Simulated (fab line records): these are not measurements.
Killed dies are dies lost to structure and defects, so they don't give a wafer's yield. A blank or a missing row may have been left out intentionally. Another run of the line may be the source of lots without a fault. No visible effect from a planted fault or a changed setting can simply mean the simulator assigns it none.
Chamber matching :: flow sky130 :: 3 sister chambers for SKY_CAP2M_CVD_00 on pecvd-03
The step deposits SiO2, target thk 15.5 nm. 3 wafers are shown with their chamber, then 9 later ones without.

== EACH WAFER AND ITS CHAMBER ==
wafer: L089.3
chamber: 2
heater_power_w (W): 577

wafer: L089.4
chamber: 0
heater_power_w (W): 664

wafer: L089.6
chamber: 1
heater_power_w (W): 554

== WAFERS WHOSE CHAMBER IS MISSING ==
wafer: L095.2
heater_power_w (W): 566

wafer: L095.3
heater_power_w (W): 561

wafer: L095.5
heater_power_w (W): 569

wafer: L096.1
heater_power_w (W): 557

wafer: L096.2
heater_power_w (W): 654

wafer: L096.3
heater_power_w (W): 554

wafer: L096.4
heater_power_w (W): 578

wafer: L096.5
heater_power_w (W): 558

wafer: L096.6
heater_power_w (W): 646

== CHAMBER TAKEN BY EACH ==
wafer: L095.2
from the rows above: can't be placed: 2 or 1
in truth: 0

wafer: L095.3
from the rows above: can't be placed: 1 or 2
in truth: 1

wafer: L095.5
from the rows above: can't be placed: 2 or 1
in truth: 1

wafer: L096.1
from the rows above: can't be placed: 1 or 2
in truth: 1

wafer: L096.2
from the rows above: 0
in truth: 0

wafer: L096.3
from the rows above: 1
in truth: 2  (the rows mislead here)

wafer: L096.4
from the rows above: 2
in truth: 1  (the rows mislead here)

wafer: L096.5
from the rows above: can't be placed: 1 or 2
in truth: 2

wafer: L096.6
from the rows above: 0
in truth: 0
Correctly placed: 2 of 9. Can't be placed from these rows: 5 (the true chamber is among the candidates in 4). Number placed wrongly: 2.
How it was worked out, from the rows above alone: a wafer's distance from a chamber is the root of the sum, over the readings, of the square of ((its reading less the chamber's mean) divided by the reading's scatter). If the next closest chamber is less than 2 further off than the closest, the wafer can't be placed; otherwise it belongs to the closest. For every chamber, the mean is computed from those of its wafers that are shown. The scatter: root of mean squared gap, hidden wafer to nearest shown wafer, with one shown wafer a chamber.
